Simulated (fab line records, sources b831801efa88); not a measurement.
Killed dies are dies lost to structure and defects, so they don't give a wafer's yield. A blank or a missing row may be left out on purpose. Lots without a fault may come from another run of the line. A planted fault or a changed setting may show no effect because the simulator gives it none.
Which tool did it? | flow gf180mcu | 13 lots, 39 wafers sampled, at 3 steps of a route of 602

WHAT THE GAUGES READ, wafer by wafer
GF_PSD_RS_MEAS_14: measures by four-point-probe. Usual: NSD_RS 46.18 ohm/sq, standard deviation 0.079.
lot  | measured     | on            | NSD_RS (ohm/sq)   | flag
L751 | day 14 11:26 | film_metro-01 | 46.26 46.18 46.25 |
L754 | day 15 03:34 | film_metro-02 | 46.08 46.17 46.19 |
L758 | day 16 17:17 | film_metro-01 | 46.06 46.06 46.14 |
L759 | day 17 01:49 | film_metro-02 | 46.25 46.25 46.22 |
L761 | day 17 16:20 | film_metro-04 | 46.05 46.12 46.13 |
L762 | day 18 02:01 | film_metro-01 | 46.09 46.15 46.08 |
L763 | day 18 05:26 | film_metro-02 | 46.27 46.25 46.20 |
L764 | day 18 21:59 | film_metro-02 | 46.28 46.21 46.18 |
L766 | day 19 12:32 | film_metro-04 | 46.17 46.21 46.11 |
L767 | day 19 19:10 | film_metro-01 | 46.12 46.19 46.04 |
L768 | day 20 05:47 | film_metro-01 | 46.27 46.21 46.29 |
L771 | day 21 09:34 | film_metro-01 | 46.19 46.08 46.05 |
L773 | day 22 04:19 | film_metro-01 | 46.17 46.21 46.15 |

WHICH TOOL RAN EACH LOT (tool, then ch and the chambers of the sampled wafers, then the start)
lot  | GF_MVPSD_STRIP_10                    | GF_HV_LDD_IMPLANT_21
L751 | plasma_asher-02 ch 0, day 5 03:22    | implanter-01 ch 0, day 11 00:25
L754 | plasma_asher-02 ch 1, day 5 19:58    | implanter-03 ch 0, day 11 14:52
L758 | plasma_asher-01 ch 0,1, day 6 20:40  | implanter-01 ch 0, day 12 23:46
L759 | plasma_asher-02 ch 0,1, day 7 02:28  | implanter-01 ch 0, day 13 07:11
L761 | plasma_asher-04 ch 0,1, day 7 12:01  | implanter-01 ch 0, day 13 20:59
L762 | plasma_asher-02 ch 0,1, day 7 18:56  | implanter-02 ch 0, day 14 04:38
L763 | plasma_asher-01 ch 0,1, day 7 23:40  | implanter-03 ch 0, day 14 08:59
L764 | plasma_asher-02 ch 0,1, day 8 07:46  | implanter-02 ch 0, day 14 21:32
L766 | plasma_asher-04 ch 0,1, day 8 18:05  | implanter-01 ch 0, day 15 11:34
L767 | plasma_asher-01 ch 0,1, day 8 22:04  | implanter-02 ch 0, day 15 16:02
L768 | plasma_asher-02 ch 0,1, day 9 08:00  | implanter-02 ch 0, day 16 01:44
L771 | plasma_asher-04 ch 0,1, day 10 00:15 | implanter-03 ch 0, day 17 03:37
L773 | plasma_asher-01 ch 0,1, day 10 12:40 | implanter-01 ch 0, day 17 22:41
- GF_MVPSD_STRIP_10: strips in O2/N2.
- GF_HV_LDD_IMPLANT_21

WHAT THE TOOLS THEMSELVES READ (means of the sampled wafers that have a number; where no wafer has one, the mark that the record gives instead)
GF_MVPSD_STRIP_10. Usual: chamber_pressure_mTorr 1500.2 mTorr, standard deviation 1.5; drypump_motor_current_A 5.5 A, standard deviation 0.62; heater_power_w 339 W, standard deviation 35; oes_product_au 0.723 a.u., standard deviation 0.0044; strip_time_to_endpoint_s 36.96 s, standard deviation 0.12.
lot  | tool            | chamber_pressure_mTorr (mTorr) | drypump_motor_current_A (A) | heater_power_w (W) | oes_product_au (a.u.) | strip_time_to_endpoint_s (s) | flag
L751 | plasma_asher-02 | 1500.1                         | 6.0                         | 375                | 0.723                 | 36.91                        |
L754 | plasma_asher-02 | 1499.9                         | 4.7                         | 367                | 0.727                 | 36.77                        |
L758 | plasma_asher-01 | 1499.7                         | 5.6                         | 331                | 0.723                 | 36.91                        |
L759 | plasma_asher-02 | 1499.7                         | 5.6                         | 378                | 0.720                 | 37.10                        |
L761 | plasma_asher-04 | 1501.0                         | 5.5                         | 290                | 0.728                 | 36.96                        |
L762 | plasma_asher-02 | 1501.3                         | 5.6                         | 371                | 0.725                 | 37.09                        |
L763 | plasma_asher-01 | 1501.8                         | 6.0                         | 327                | 0.724                 | 36.89                        |
L764 | plasma_asher-02 | 1500.0                         | 5.1                         | 365                | 0.722                 | 37.06                        |
L766 | plasma_asher-04 | 1500.8                         | 5.5                         | 291                | 0.721                 | 36.98                        |
L767 | plasma_asher-01 | 1499.4                         | 5.5                         | 329                | 0.723                 | 36.90                        |
L768 | plasma_asher-02 | 1500.3                         | 5.1                         | 368                | 0.723                 | 36.74                        |
L771 | plasma_asher-04 | 1499.0                         | 5.2                         | 311                | 0.724                 | 36.96                        |
L773 | plasma_asher-01 | 1500.5                         | 5.6                         | 324                | 0.722                 | 37.02                        |

GF_HV_LDD_IMPLANT_21. Usual: beam_energy_keV 25.000, standard deviation 0.0073; dose_ions_cm2 4.998e+13, standard deviation 5e+10.
lot  | tool         | beam_energy_keV | dose_ions_cm2 | flag
L751 | implanter-01 | 24.998          | 5.003e+13     |
L754 | implanter-03 | 25.005          | 4.997e+13     |
L758 | implanter-01 | 25.000          | 4.990e+13     |
L759 | implanter-01 | 25.007          | 4.997e+13     |
L761 | implanter-01 | 24.999          | 4.998e+13     |
L762 | implanter-02 | 25.003          | 4.994e+13     |
L763 | implanter-03 | 25.001          | 4.999e+13     |
L764 | implanter-02 | 24.998          | 5.004e+13     |
L766 | implanter-01 | 24.998          | 4.999e+13     |
L767 | implanter-02 | 24.389          | 5.000e+13     | OFF
L768 | implanter-02 | 24.389          | 5.000e+13     | OFF
L771 | implanter-03 | 24.999          | 5.002e+13     |
L773 | implanter-01 | 25.005          | 4.996e+13     |

THE ANSWER, worked out from the rows above alone
Rule: a lot is off if the mean of its wafers that have a number lies more than 3 standard deviations from the usual mean. A lot without any number at a reading at which 4 lots or more have one is off too. The other lots that the step has rows for count as sound. The gauges are gone through in route order, then the tools' own readings, and for those a lot's mean is taken as printed above. The first step at which some lot is off is used, and at that step the reading that is off furthest; a lot without a number counts as furthest.
Off: L767, L768, at GF_HV_LDD_IMPLANT_21 (beam_energy_keV).
A tool fits if, at that step or a process step before it, it ran every lot that is off, and no sound lot after the first of them. One fits: implanter-02 at GF_HV_LDD_IMPLANT_21. Its last sound lot is L764 (day 14 21:32), its first lot that is off L767 (day 15 16:02): a fault that began between those two fits.
The tool's own readings at GF_HV_LDD_IMPLANT_21 bear it out: on the lots that are off they differ by more than 5 times the standard deviation of the sound lots' means. beam_energy_keV reads 24.389 there against 25.001 on the sound lots.

WHAT THE SIMULATOR HAD PUT IN
Process parameter drift: implanter-02, from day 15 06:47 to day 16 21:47, at GF_HV_LDD_IMPLANT_21. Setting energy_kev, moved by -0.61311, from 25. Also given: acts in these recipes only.
Lots struck among those shown: L767, L768. The rule above found the same.
